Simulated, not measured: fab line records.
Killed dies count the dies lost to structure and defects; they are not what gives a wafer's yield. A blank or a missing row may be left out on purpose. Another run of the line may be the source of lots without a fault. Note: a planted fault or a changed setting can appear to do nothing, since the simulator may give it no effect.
fab line records :: flow sfq_line :: part 2 of 2: steps 22 to 32 of 32
record:
  lots: 5
  wafers: 15
  last_day: 85
route steps=325 shown I1@81 M2@88 I2@103
lots untouched by any fault: they come from a run of this same line in which no faults occurred
start_h: hours from the record's first day to the start of the lot's first wafer shown :: wait_h: hours since the lot's step before :: " repeats the value in the row above :: L1.1+2: a row that stands for several wafers :: - value missing, or start not given :: * or withheld: withheld :: < > ~ a bound
route shown NAME@n: NAME is a module with steps in the file, n the number in the route of the first one :: usual: mean/standard deviation taken from wafers without a fault :: same: alike in all rows :: chamber/n: place in a boat :: sites: readings site by site :: _std_site: their standard deviation :: _edge_site: the outer-site mean with the inner-site mean subtracted :: radius_mm: for every site, how far away it sits from the centre of the wafer :: mask NAME#n: copy n :: behind: the tool/chamber that last shaped the wafer :: hold: cause of the lot's hold/its duration in hours/its outcome :: device: transistor that didn't switch, given as n, p or np :: end of line: tests of these same wafers at the route's end :: a step with no rows: only its recipe :: killed: dies lost to structure and defects at the first sort, not the wafer's yield :: map: a wafer's dies, marking killed ones x, the rest . and places with no die _
set.NAME: setting as actually run; set.NAME@STEP: the setting as run at that earlier step :: model.NAME: the simulator's own value behind a step, which no gauge read
lots at some steps of the route; a table a step, a row a wafer
services: the hour from which a tool's chamber was out of use, counted from the record's first day as start_h (under 0 if before that day), plus the number of hours and why
== steps ==
step: SFQ_TRILAYER_I2_DEP_PECVD_063
recipe:
  material: SiO2
  temp_c: 150
  time_s: 111.11
  pressure_torr: 2.4
  rf_w: 183.3
  precursor: SiH4/N2O
  target_thk_nm: 500
usual:
  heater_power_w: 82/13
  throttle_valve_pct: 24.6/1
lot.wafer: L074.1
tool: pecvd-01
chamber: 0
start_h: 668.25
wait_h: 0.0
heater_power_w: 67
throttle_valve_pct: 25.2

lot.wafer: L074.3
tool: pecvd-01
chamber: 1
start_h: 668.25
wait_h: 0.0
heater_power_w: 100
throttle_valve_pct: 24.1

lot.wafer: L074.6
tool: pecvd-01
chamber: 1
start_h: 668.25
wait_h: 0.0
heater_power_w: 110
throttle_valve_pct: 23.9

lot.wafer: L082.2
tool: pecvd-03
chamber: 0
start_h: 770.47
wait_h: 0.0
heater_power_w: 70
throttle_valve_pct: 25.1

lot.wafer: L082.4
tool: pecvd-03
chamber: 1
start_h: 770.47
wait_h: 0.0
heater_power_w: 73
throttle_valve_pct: 25.2

lot.wafer: L082.6
tool: pecvd-03
chamber: 0
start_h: 770.47
wait_h: 0.0
heater_power_w: 70
throttle_valve_pct: 25.0

lot.wafer: L087.2
tool: pecvd-03
chamber: 2
start_h: 951.11
wait_h: 0.0
heater_power_w: 93
throttle_valve_pct: 24.3

lot.wafer: L087.5
tool: pecvd-03
chamber: 2
start_h: 951.11
wait_h: 0.0
heater_power_w: 100
throttle_valve_pct: 24.2

lot.wafer: L087.6
tool: pecvd-03
chamber: 1
start_h: 951.11
wait_h: 0.0
heater_power_w: 78
throttle_valve_pct: 25.2

lot.wafer: L092.3
tool: pecvd-04
chamber: 0
start_h: 1011.45
wait_h: 0.0
heater_power_w: 92
throttle_valve_pct: 24.5

lot.wafer: L092.4
tool: pecvd-04
chamber: 2
start_h: 1011.45
wait_h: 0.0
heater_power_w: 73
throttle_valve_pct: 24.8

lot.wafer: L092.6
tool: pecvd-04
chamber: 0
start_h: 1011.45
wait_h: 0.0
heater_power_w: 94
throttle_valve_pct: 24.4

lot.wafer: L095.4
tool: pecvd-01
chamber: 2
start_h: 1038.31
wait_h: 0.0
heater_power_w: 85
throttle_valve_pct: 24.3

lot.wafer: L095.5
tool: pecvd-01
chamber: 1
start_h: 1038.31
wait_h: 0.0
heater_power_w: 107
throttle_valve_pct: 22.5

lot.wafer: L095.6
tool: pecvd-01
chamber: 0
start_h: 1038.31
wait_h: 0.0
heater_power_w: 61
throttle_valve_pct: 22.6
step: SFQ_TRILAYER_I2_CMP_CMP_064
recipe:
  material: SiO2
  down_force_psi: 3
  platen_rpm: 60
  pad_velocity_m_s: 0.94248
usual:
  motor_current_A: 10.3/1.1
  slurry_filter_dp_kPa: 13.52/0.13
  time_to_endpoint_s: 215/7.8
lot.wafer: L074.3
tool: cmp-02
chamber: 2
start_h: 683.15
wait_h: 14.9
motor_current_A: 10.9
slurry_filter_dp_kPa: 13.82
time_to_endpoint_s: 218

lot.wafer: L074.1
tool: cmp-02
chamber: 1
start_h: 684.65
wait_h: 16.4
motor_current_A: 9.9
slurry_filter_dp_kPa: 13.41
time_to_endpoint_s: 213

lot.wafer: L074.6
tool: cmp-02
chamber: 2
start_h: 684.65
wait_h: 16.4
motor_current_A: 10.6
slurry_filter_dp_kPa: 13.39
time_to_endpoint_s: 212

lot.wafer: L082.2
tool: cmp-02
chamber: 1
start_h: 815.63
wait_h: 45.1
motor_current_A: 9.8
slurry_filter_dp_kPa: 13.57
time_to_endpoint_s: 218

lot.wafer: L082.4
tool: cmp-02
chamber: 2
start_h: 815.63
wait_h: 45.1
motor_current_A: 11.1
slurry_filter_dp_kPa: 13.66
time_to_endpoint_s: 224

lot.wafer: L082.6
tool: cmp-02
chamber: 1
start_h: 817.63
wait_h: 47.1
motor_current_A: 9.7
slurry_filter_dp_kPa: 13.53
time_to_endpoint_s: 229

lot.wafer: L087.2
tool: cmp-01
chamber: 1
start_h: 959.38
wait_h: 8.2
motor_current_A: 12.0
slurry_filter_dp_kPa: 13.66
time_to_endpoint_s: 215

lot.wafer: L087.5
tool: cmp-01
chamber: 1
start_h: 961.38
wait_h: 10.2
motor_current_A: 11.9
slurry_filter_dp_kPa: 13.56
time_to_endpoint_s: 223

lot.wafer: L087.6
tool: cmp-01
chamber: 2
start_h: 961.38
wait_h: 10.2
motor_current_A: 11.2
slurry_filter_dp_kPa: 13.54
time_to_endpoint_s: 220

lot.wafer: L092.3
tool: cmp-01
chamber: 0
start_h: 1015.23
wait_h: 3.7
motor_current_A: 9.5
slurry_filter_dp_kPa: 13.62
time_to_endpoint_s: 215

lot.wafer: L092.4
tool: cmp-01
chamber: 3
start_h: 1016.73
wait_h: 5.2
motor_current_A: 11.7
slurry_filter_dp_kPa: 13.51
time_to_endpoint_s: 220

lot.wafer: L092.6
tool: cmp-01
chamber: 1
start_h: 1017.73
wait_h: 6.2
motor_current_A: 12.3
slurry_filter_dp_kPa: 13.63
time_to_endpoint_s: 224

lot.wafer: L095.4
tool: cmp-01
chamber: 1
start_h: 1039.23
wait_h: 0.9
motor_current_A: 12.1
slurry_filter_dp_kPa: 13.57
time_to_endpoint_s: 217

lot.wafer: L095.6
tool: cmp-01
chamber: 1
start_h: 1041.23
wait_h: 2.9
motor_current_A: 12.7
slurry_filter_dp_kPa: 13.49
time_to_endpoint_s: 220

lot.wafer: L095.5
tool: cmp-01
chamber: 2
start_h: 1041.23
wait_h: 2.9
motor_current_A: 11.6
slurry_filter_dp_kPa: 13.60
time_to_endpoint_s: 213
step: SFQ_I2_BOW_MEAS_917
recipe:
  mode: bow
usual:
  I2_BOW: 2/8
lot.wafer: L074.1
tool: film_metro-03
chamber: -
start_h: 686.15
wait_h: 1.0
I2_BOW[um]: -4

lot.wafer: L074.3
tool: film_metro-03
chamber: -
start_h: 686.15
wait_h: 1.0
I2_BOW[um]: 1

lot.wafer: L074.6
tool: film_metro-03
chamber: -
start_h: 686.15
wait_h: 1.0
I2_BOW[um]: 5

lot.wafer: L082.2
tool: film_metro-03
chamber: -
start_h: 818.65
wait_h: 2.5
I2_BOW[um]: -2

lot.wafer: L082.4
tool: film_metro-03
chamber: -
start_h: 818.65
wait_h: 2.5
I2_BOW[um]: 6

lot.wafer: L082.6
tool: film_metro-03
chamber: -
start_h: 818.65
wait_h: 2.5
I2_BOW[um]: 0

lot.wafer: L087.2
tool: film_metro-02
chamber: -
start_h: 962.40
wait_h: 2.5
I2_BOW[um]: -3

lot.wafer: L087.5
tool: film_metro-02
chamber: -
start_h: 962.40
wait_h: 2.5
I2_BOW[um]: 21

lot.wafer: L087.6
tool: film_metro-02
chamber: -
start_h: 962.40
wait_h: 2.5
I2_BOW[um]: 11

lot.wafer: L092.3
tool: film_metro-01
chamber: -
start_h: 1018.27
wait_h: 2.5
I2_BOW[um]: 5

lot.wafer: L092.4
tool: film_metro-01
chamber: -
start_h: 1018.27
wait_h: 2.5
I2_BOW[um]: 5

lot.wafer: L092.6
tool: film_metro-01
chamber: -
start_h: 1018.27
wait_h: 2.5
I2_BOW[um]: 3

lot.wafer: L095.4
tool: film_metro-01
chamber: -
start_h: 1042.29
wait_h: 2.6
I2_BOW[um]: 4

lot.wafer: L095.5
tool: film_metro-01
chamber: -
start_h: 1042.29
wait_h: 2.6
I2_BOW[um]: -9

lot.wafer: L095.6
tool: film_metro-01
chamber: -
start_h: 1042.29
wait_h: 2.6
I2_BOW[um]: -9
step: SFQ_TRILAYER_I2_METRO_MEASURE_065
usual:
  thk_nm: 199.9/0.97
lot.wafer: L074.1
tool: film_metro-03
chamber: -
start_h: 686.27
wait_h: 0.1
thk_nm: 201.2

lot.wafer: L074.3
tool: film_metro-03
chamber: -
start_h: 686.27
wait_h: 0.1
thk_nm: 199.0

lot.wafer: L074.6
tool: film_metro-03
chamber: -
start_h: 686.27
wait_h: 0.1
thk_nm: 200.2

lot.wafer: L082.2
tool: film_metro-03
chamber: -
start_h: 818.95
wait_h: 0.3
thk_nm: 200.8

lot.wafer: L082.4
tool: film_metro-03
chamber: -
start_h: 818.95
wait_h: 0.3
thk_nm: 198.8

lot.wafer: L082.6
tool: film_metro-03
chamber: -
start_h: 818.95
wait_h: 0.3
thk_nm: 199.2

lot.wafer: L087.2
tool: film_metro-02
chamber: -
start_h: 962.70
wait_h: 0.3
thk_nm: 200.9

lot.wafer: L087.5
tool: film_metro-02
chamber: -
start_h: 962.70
wait_h: 0.3
thk_nm: 201.9

lot.wafer: L087.6
tool: film_metro-02
chamber: -
start_h: 962.70
wait_h: 0.3
thk_nm: 199.5

lot.wafer: L092.3
tool: film_metro-01
chamber: -
start_h: 1018.75
wait_h: 0.5
thk_nm: 199.4

lot.wafer: L092.4
tool: film_metro-01
chamber: -
start_h: 1018.75
wait_h: 0.5
thk_nm: 200.1

lot.wafer: L092.6
tool: film_metro-01
chamber: -
start_h: 1018.75
wait_h: 0.5
thk_nm: 200.0

lot.wafer: L095.4
tool: film_metro-01
chamber: -
start_h: 1042.95
wait_h: 0.6
thk_nm: 198.8

lot.wafer: L095.5
tool: film_metro-01
chamber: -
start_h: 1042.95
wait_h: 0.6
thk_nm: 198.6

lot.wafer: L095.6
tool: film_metro-01
chamber: -
start_h: 1042.95
wait_h: 0.6
thk_nm: 198.8
step: SFQ_TRILAYER_I2_VIA_LITHO_COAT_072
recipe:
  resist: BARC
  spin_rpm: 3000
  resist_thk_nm: 62
usual:
  exhaust_pa: 45.0/0.93
lot.wafer: L074.1
tool: litho_track-02
chamber: 0
start_h: 687.47
wait_h: 1.0
exhaust_pa: 45.7

lot.wafer: L074.3
tool: litho_track-02
chamber: 0
start_h: 687.47
wait_h: 1.0
exhaust_pa: 46.4

lot.wafer: L074.6
tool: litho_track-02
chamber: 0
start_h: 687.47
wait_h: 1.0
exhaust_pa: 44.9

lot.wafer: L082.2
tool: litho_track-03
chamber: 0
start_h: 820.00
wait_h: 0.8
exhaust_pa: 44.2

lot.wafer: L082.4
tool: litho_track-03
chamber: 0
start_h: 820.00
wait_h: 0.8
exhaust_pa: 44.2

lot.wafer: L082.6
tool: litho_track-03
chamber: 0
start_h: 820.00
wait_h: 0.8
exhaust_pa: 44.7

lot.wafer: L087.2
tool: litho_track-01
chamber: 0
start_h: 963.75
wait_h: 0.8
exhaust_pa: 44.5

lot.wafer: L087.5
tool: litho_track-01
chamber: 0
start_h: 963.75
wait_h: 0.8
exhaust_pa: 43.3

lot.wafer: L087.6
tool: litho_track-01
chamber: 0
start_h: 963.75
wait_h: 0.8
exhaust_pa: 44.2

lot.wafer: L092.3
tool: litho_track-03
chamber: 0
start_h: 1019.65
wait_h: 0.7
exhaust_pa: 45.9

lot.wafer: L092.4
tool: litho_track-03
chamber: 0
start_h: 1019.65
wait_h: 0.7
exhaust_pa: 44.2

lot.wafer: L092.6
tool: litho_track-03
chamber: 0
start_h: 1019.65
wait_h: 0.7
exhaust_pa: 45.7

lot.wafer: L095.4
tool: litho_track-01
chamber: 0
start_h: 1043.70
wait_h: 0.6
exhaust_pa: 44.9

lot.wafer: L095.5
tool: litho_track-01
chamber: 0
start_h: 1043.70
wait_h: 0.6
exhaust_pa: 45.9

lot.wafer: L095.6
tool: litho_track-01
chamber: 0
start_h: 1043.70
wait_h: 0.6
exhaust_pa: 45.8
step: SFQ_TRILAYER_I2_VIA_LITHO_COAT_067
recipe:
  resist: KrF
  spin_rpm: 3000
  resist_thk_nm: 650
usual:
  exhaust_pa: 45.0/0.84
lot.wafer: L074.1
tool: litho_track-02
chamber: 0
start_h: 687.77
wait_h: 0.2
exhaust_pa: 44.8

lot.wafer: L074.3
tool: litho_track-02
chamber: 0
start_h: 687.77
wait_h: 0.2
exhaust_pa: 44.4

lot.wafer: L074.6
tool: litho_track-02
chamber: 0
start_h: 687.77
wait_h: 0.2
exhaust_pa: 44.8

lot.wafer: L082.2
tool: litho_track-03
chamber: 0
start_h: 820.30
wait_h: 0.2
exhaust_pa: 45.1

lot.wafer: L082.4
tool: litho_track-03
chamber: 0
start_h: 820.30
wait_h: 0.2
exhaust_pa: 45.4

lot.wafer: L082.6
tool: litho_track-03
chamber: 0
start_h: 820.30
wait_h: 0.2
exhaust_pa: 44.9

lot.wafer: L087.2
tool: litho_track-01
chamber: 0
start_h: 964.05
wait_h: 0.2
exhaust_pa: 45.3

lot.wafer: L087.5
tool: litho_track-01
chamber: 0
start_h: 964.05
wait_h: 0.2
exhaust_pa: 45.2

lot.wafer: L087.6
tool: litho_track-01
chamber: 0
start_h: 964.05
wait_h: 0.2
exhaust_pa: 44.9

lot.wafer: L092.3
tool: litho_track-03
chamber: 0
start_h: 1019.95
wait_h: 0.2
exhaust_pa: 45.2

lot.wafer: L092.4
tool: litho_track-03
chamber: 0
start_h: 1019.95
wait_h: 0.2
exhaust_pa: 45.2

lot.wafer: L092.6
tool: litho_track-03
chamber: 0
start_h: 1019.95
wait_h: 0.2
exhaust_pa: 43.7

lot.wafer: L095.4
tool: litho_track-01
chamber: 0
start_h: 1044.00
wait_h: 0.2
exhaust_pa: 44.6

lot.wafer: L095.5
tool: litho_track-01
chamber: 0
start_h: 1044.00
wait_h: 0.2
exhaust_pa: 43.8

lot.wafer: L095.6
tool: litho_track-01
chamber: 0
start_h: 1044.00
wait_h: 0.2
exhaust_pa: 44.2
step: SFQ_TRILAYER_I2_VIA_LITHO_SOFTBAKE_071
recipe:
  temp_c: withheld
  time_s: withheld
  resist: KrF
usual:
  exhaust_pa: 44.7/0.82
lot.wafer: L074.1
tool: litho_track-02
chamber: 0
start_h: 688.07
wait_h: 0.2
exhaust_pa: 45.5

lot.wafer: L074.3
tool: litho_track-02
chamber: 0
start_h: 688.07
wait_h: 0.2
exhaust_pa: 45.0

lot.wafer: L074.6
tool: litho_track-02
chamber: 0
start_h: 688.07
wait_h: 0.2
exhaust_pa: 43.9

lot.wafer: L082.2
tool: litho_track-03
chamber: 0
start_h: 820.58
wait_h: 0.2
exhaust_pa: 44.8

lot.wafer: L082.4
tool: litho_track-03
chamber: 0
start_h: 820.58
wait_h: 0.2
exhaust_pa: 44.0

lot.wafer: L082.6
tool: litho_track-03
chamber: 0
start_h: 820.58
wait_h: 0.2
exhaust_pa: 43.2

lot.wafer: L087.2
tool: litho_track-01
chamber: 0
start_h: 964.32
wait_h: 0.2
exhaust_pa: 43.4

lot.wafer: L087.5
tool: litho_track-01
chamber: 0
start_h: 964.32
wait_h: 0.2
exhaust_pa: 44.5

lot.wafer: L087.6
tool: litho_track-01
chamber: 0
start_h: 964.32
wait_h: 0.2
exhaust_pa: 43.3

lot.wafer: L092.3
tool: litho_track-03
chamber: 0
start_h: 1020.20
wait_h: 0.2
exhaust_pa: 43.6

lot.wafer: L092.4
tool: litho_track-03
chamber: 0
start_h: 1020.20
wait_h: 0.2
exhaust_pa: 43.8

lot.wafer: L092.6
tool: litho_track-03
chamber: 0
start_h: 1020.20
wait_h: 0.2
exhaust_pa: 44.5

lot.wafer: L095.4
tool: litho_track-01
chamber: 0
start_h: 1044.22
wait_h: 0.2
exhaust_pa: 43.8

lot.wafer: L095.5
tool: litho_track-01
chamber: 0
start_h: 1044.22
wait_h: 0.2
exhaust_pa: 44.3

lot.wafer: L095.6
tool: litho_track-01
chamber: 0
start_h: 1044.22
wait_h: 0.2
exhaust_pa: 45.7
step: SFQ_TRILAYER_I2_VIA_LITHO_EXPOSE_068
recipe:
  mask_id: I2
  na: 0.6
  source_shape: conventional
  sigma_outer: 0.65
  target_cd_nm: 500
  dose_mj: 21.3
usual:
  reticle_temp_C: 23.00/0.11
lot.wafer: L074.1
tool: krf_scanner-01
chamber: 0
start_h: 820.82
wait_h: -
mask: I2#0
reticle_temp_C: 22.90

lot.wafer: L074.3
tool: krf_scanner-01
chamber: 0
start_h: 820.82
wait_h: -
mask: I2#0
reticle_temp_C: 23.00

lot.wafer: L074.6
tool: krf_scanner-01
chamber: 0
start_h: 820.82
wait_h: -
mask: I2#0
reticle_temp_C: 22.80

lot.wafer: L082.2
tool: krf_scanner-02
chamber: 0
start_h: 937.90
wait_h: -
mask: I2#0
reticle_temp_C: 22.85

lot.wafer: L082.4
tool: krf_scanner-02
chamber: 0
start_h: 937.90
wait_h: -
mask: I2#0
reticle_temp_C: 23.19

lot.wafer: L082.6
tool: krf_scanner-02
chamber: 0
start_h: 937.90
wait_h: -
mask: I2#0
reticle_temp_C: 23.01

lot.wafer: L087.2
tool: krf_scanner-02
chamber: 0
start_h: 965.47
wait_h: -
mask: I2#0
reticle_temp_C: 23.03

lot.wafer: L087.5
tool: krf_scanner-02
chamber: 0
start_h: 965.47
wait_h: -
mask: I2#0
reticle_temp_C: 22.92

lot.wafer: L087.6
tool: krf_scanner-02
chamber: 0
start_h: 965.47
wait_h: -
mask: I2#0
reticle_temp_C: 23.07

lot.wafer: L092.3
tool: krf_scanner-01
chamber: 0
start_h: 1024.16
wait_h: -
mask: I2#0
reticle_temp_C: 22.95

lot.wafer: L092.4
tool: krf_scanner-01
chamber: 0
start_h: 1024.16
wait_h: -
mask: I2#0
reticle_temp_C: 22.97

lot.wafer: L092.6
tool: krf_scanner-01
chamber: 0
start_h: 1024.16
wait_h: -
mask: I2#0
reticle_temp_C: 22.99

lot.wafer: L095.4
tool: krf_scanner-01
chamber: 0
start_h: 1172.23
wait_h: -
mask: I2#0
reticle_temp_C: 22.97

lot.wafer: L095.5
tool: krf_scanner-01
chamber: 0
start_h: 1172.23
wait_h: -
mask: I2#0
reticle_temp_C: 23.08

lot.wafer: L095.6
tool: krf_scanner-01
chamber: 0
start_h: 1172.23
wait_h: -
mask: I2#0
reticle_temp_C: 23.10
step: SFQ_TRILAYER_I2_VIA_LITHO_PEB_070
recipe:
  peb_temp_c: 115
  peb_time_s: 60
  resist: KrF
usual:
  exhaust_pa: 45.0/1.1
lot.wafer: L074.1
tool: litho_track-02
chamber: 0
start_h: 822.02
wait_h: 1.0
exhaust_pa: 45.3

lot.wafer: L074.3
tool: litho_track-02
chamber: 0
start_h: 822.02
wait_h: 1.0
exhaust_pa: 44.5

lot.wafer: L074.6
tool: litho_track-02
chamber: 0
start_h: 822.02
wait_h: 1.0
exhaust_pa: 46.0

lot.wafer: L082.2
tool: litho_track-03
chamber: 0
start_h: 938.93
wait_h: 0.8
exhaust_pa: 44.2

lot.wafer: L082.4
tool: litho_track-03
chamber: 0
start_h: 938.93
wait_h: 0.8
exhaust_pa: 44.2

lot.wafer: L082.6
tool: litho_track-03
chamber: 0
start_h: 938.93
wait_h: 0.8
exhaust_pa: 44.3

lot.wafer: L087.2
tool: litho_track-03
chamber: 0
start_h: 966.50
wait_h: 0.8
exhaust_pa: 45.6

lot.wafer: L087.5
tool: litho_track-03
chamber: 0
start_h: 966.50
wait_h: 0.8
exhaust_pa: 45.8

lot.wafer: L087.6
tool: litho_track-03
chamber: 0
start_h: 966.50
wait_h: 0.8
exhaust_pa: 45.0

lot.wafer: L092.3
tool: litho_track-03
chamber: 0
start_h: 1025.01
wait_h: 0.7
exhaust_pa: 45.3

lot.wafer: L092.4
tool: litho_track-03
chamber: 0
start_h: 1025.01
wait_h: 0.7
exhaust_pa: 45.1

lot.wafer: L092.6
tool: litho_track-03
chamber: 0
start_h: 1025.01
wait_h: 0.7
exhaust_pa: 44.6

lot.wafer: L095.4
tool: litho_track-01
chamber: 0
start_h: 1172.90
wait_h: 0.5
exhaust_pa: 44.5

lot.wafer: L095.5
tool: litho_track-01
chamber: 0
start_h: 1172.90
wait_h: 0.5
exhaust_pa: 44.9

lot.wafer: L095.6
tool: litho_track-01
chamber: 0
start_h: 1172.90
wait_h: 0.5
exhaust_pa: 42.5
step: SFQ_TRILAYER_I2_VIA_LITHO_DEVELOP_069
recipe:
  time_s: 60
  resist: KrF
usual:
  exhaust_pa: 45.1/0.88
lot.wafer: L074.1
tool: litho_track-02
chamber: 0
start_h: 822.17
wait_h: 0.1
exhaust_pa: 44.4

lot.wafer: L074.3
tool: litho_track-02
chamber: 0
start_h: 822.17
wait_h: 0.1
exhaust_pa: 44.1

lot.wafer: L074.6
tool: litho_track-02
chamber: 0
start_h: 822.17
wait_h: 0.1
exhaust_pa: 43.3

lot.wafer: L082.2
tool: litho_track-03
chamber: 0
start_h: 939.08
wait_h: 0.1
exhaust_pa: 45.0

lot.wafer: L082.4
tool: litho_track-03
chamber: 0
start_h: 939.08
wait_h: 0.1
exhaust_pa: 45.6

lot.wafer: L082.6
tool: litho_track-03
chamber: 0
start_h: 939.08
wait_h: 0.1
exhaust_pa: 45.9

lot.wafer: L087.2
tool: litho_track-03
chamber: 0
start_h: 966.65
wait_h: 0.1
exhaust_pa: 46.1

lot.wafer: L087.5
tool: litho_track-03
chamber: 0
start_h: 966.65
wait_h: 0.1
exhaust_pa: 46.6

lot.wafer: L087.6
tool: litho_track-03
chamber: 0
start_h: 966.65
wait_h: 0.1
exhaust_pa: 45.8

lot.wafer: L092.3
tool: litho_track-03
chamber: 0
start_h: 1025.16
wait_h: 0.1
exhaust_pa: 46.0

lot.wafer: L092.4
tool: litho_track-03
chamber: 0
start_h: 1025.16
wait_h: 0.1
exhaust_pa: 44.4

lot.wafer: L092.6
tool: litho_track-03
chamber: 0
start_h: 1025.16
wait_h: 0.1
exhaust_pa: 45.2

lot.wafer: L095.4
tool: litho_track-01
chamber: 0
start_h: 1173.05
wait_h: 0.1
exhaust_pa: 44.7

lot.wafer: L095.5
tool: litho_track-01
chamber: 0
start_h: 1173.05
wait_h: 0.1
exhaust_pa: 45.6

lot.wafer: L095.6
tool: litho_track-01
chamber: 0
start_h: 1173.05
wait_h: 0.1
exhaust_pa: 44.9
step: SFQ_I2_OVL_MEAS_918
usual:
  I2_OVL: -3/5.6
lot.wafer: L074.1
tool: overlay-02
chamber: -
start_h: 822.32
wait_h: 0.1
I2_OVL[nm]: -4

lot.wafer: L074.3
tool: overlay-02
chamber: -
start_h: 822.32
wait_h: 0.1
I2_OVL[nm]: -1

lot.wafer: L074.6
tool: overlay-02
chamber: -
start_h: 822.32
wait_h: 0.1
I2_OVL[nm]: -6

lot.wafer: L082.2
tool: overlay-02
chamber: -
start_h: 939.21
wait_h: 0.1
I2_OVL[nm]: 6

lot.wafer: L082.4
tool: overlay-02
chamber: -
start_h: 939.21
wait_h: 0.1
I2_OVL[nm]: 3

lot.wafer: L082.6
tool: overlay-02
chamber: -
start_h: 939.21
wait_h: 0.1
I2_OVL[nm]: 2

lot.wafer: L087.2
tool: overlay-01
chamber: -
start_h: 966.78
wait_h: 0.1
I2_OVL[nm]: 1

lot.wafer: L087.5
tool: overlay-01
chamber: -
start_h: 966.78
wait_h: 0.1
I2_OVL[nm]: -7

lot.wafer: L087.6
tool: overlay-01
chamber: -
start_h: 966.78
wait_h: 0.1
I2_OVL[nm]: 6

lot.wafer: L092.3
tool: overlay-01
chamber: -
start_h: 1025.27
wait_h: 0.1
I2_OVL[nm]: -10

lot.wafer: L092.4
tool: overlay-01
chamber: -
start_h: 1025.27
wait_h: 0.1
I2_OVL[nm]: 0

lot.wafer: L092.6
tool: overlay-01
chamber: -
start_h: 1025.27
wait_h: 0.1
I2_OVL[nm]: -4

lot.wafer: L095.4
tool: overlay-01
chamber: -
start_h: 1173.15
wait_h: 0.1
I2_OVL[nm]: -1

lot.wafer: L095.5
tool: overlay-01
chamber: -
start_h: 1173.15
wait_h: 0.1
I2_OVL[nm]: -1

lot.wafer: L095.6
tool: overlay-01
chamber: -
start_h: 1173.15
wait_h: 0.1
I2_OVL[nm]: -6
== services ==
tool: krf_scanner-01
chamber: -
start_h: 563.38
hours: 1.0
kind: pm

tool: krf_scanner-01
chamber: -
start_h: 564.38
hours: 1.3
kind: pm

tool: krf_scanner-01
chamber: -
start_h: 570.48
hours: 0.8
kind: pm

tool: pvd_sputter-06
chamber: -
start_h: 617.46
hours: 5.3
kind: repair

tool: rie_metal-03
chamber: -
start_h: 628.69
hours: 0.4
kind: repair

tool: rie_diel-04
chamber: 2
start_h: 643.09
hours: 101.1
kind: repair

tool: krf_scanner-01
chamber: -
start_h: 644.36
hours: 1.0
kind: pm

tool: rie_metal-03
chamber: 1
start_h: 659.17
hours: 1.6
kind: repair

tool: krf_scanner-01
chamber: -
start_h: 676.85
hours: 3.4
kind: repair

tool: rie_diel-04
chamber: -
start_h: 680.78
hours: 0.8
kind: repair

tool: rie_diel-04
chamber: -
start_h: 682.89
hours: 14.6
kind: pm

tool: rie_metal-03
chamber: 0
start_h: 688.31
hours: 6.8
kind: repair

tool: rie_diel-04
chamber: 3
start_h: 699.50
hours: 6.8
kind: repair

tool: rie_diel-04
chamber: -
start_h: 699.71
hours: 0.7
kind: repair

tool: krf_scanner-01
chamber: -
start_h: 704.13
hours: 1.3
kind: pm

tool: krf_scanner-01
chamber: -
start_h: 713.96
hours: 4.0
kind: pm

tool: krf_scanner-01
chamber: -
start_h: 736.24
hours: 0.4
kind: repair

tool: krf_scanner-01
chamber: -
start_h: 739.58
hours: 0.8
kind: pm

tool: rie_metal-01
chamber: -
start_h: 752.54
hours: 0.2
kind: repair

tool: rie_metal-01
chamber: 1
start_h: 758.46
hours: 3.1
kind: repair

tool: rie_metal-01
chamber: -
start_h: 885.37
hours: 2.8
kind: pm

tool: rie_metal-01
chamber: 0
start_h: 931.22
hours: 189.0
kind: repair

tool: rie_metal-03
chamber: -
start_h: 994.66
hours: 2.8
kind: pm

tool: rie_metal-03
chamber: 0
start_h: 1009.15
hours: 10.0
kind: repair
